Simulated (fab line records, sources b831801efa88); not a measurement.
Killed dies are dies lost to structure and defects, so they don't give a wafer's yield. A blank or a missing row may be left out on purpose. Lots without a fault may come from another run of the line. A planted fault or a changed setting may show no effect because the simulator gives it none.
Chamber matching | flow gf180mcu | GF_STI_CMP_25 on cmp-01: 4 sister chambers
The step polishes, stops on Si3N4, t overpolish 33 s, target thk 524.6 nm. 4 wafers are shown with their chamber, then 7 later ones without.

WAFERS WITH THEIR CHAMBER
wafer  | chamber | motor_current_A (A)
L793.1 | 0       | 10.9
L793.3 | 3       | 11.3
L799.2 | 1       | 13.5
L799.5 | 2       | 11.6

WAFERS WITHOUT THEIR CHAMBER
wafer  | motor_current_A (A)
L799.6 | 13.1
L802.3 | 12.0
L802.5 | 11.1
L802.6 | 13.2
L806.1 | 11.5
L806.5 | 9.9
L806.6 | 13.4

WHICH CHAMBER EACH WENT THROUGH
wafer  | from the rows above          | in truth
L799.6 | 1                            | 1
L802.3 | can't be placed: 2 or 3 or 0 | 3
L802.5 | can't be placed: 0 or 3 or 2 | 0
L802.6 | 1                            | 1
L806.1 | can't be placed: 2 or 3 or 0 | 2
L806.5 | can't be placed: 0 or 3 or 2 | 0
L806.6 | 1                            | 1
Placed correctly: 3 of 7. Can't be placed from these rows: 4 (the true chamber is among the candidates in 4). Placed wrongly: 0.
How it was worked out, from the rows above alone: a wafer's distance from a chamber is the root of the sum, over the readings, of the square of ((its reading less the chamber's mean) divided by the reading's scatter). The wafer belongs to the nearest chamber; if the next one is less than 2 further off, it can't be placed. A chamber's mean is the mean of its shown wafers. The scatter: with one shown wafer a chamber, the root of the mean of the squares of how far each hidden wafer lies from its nearest shown one.
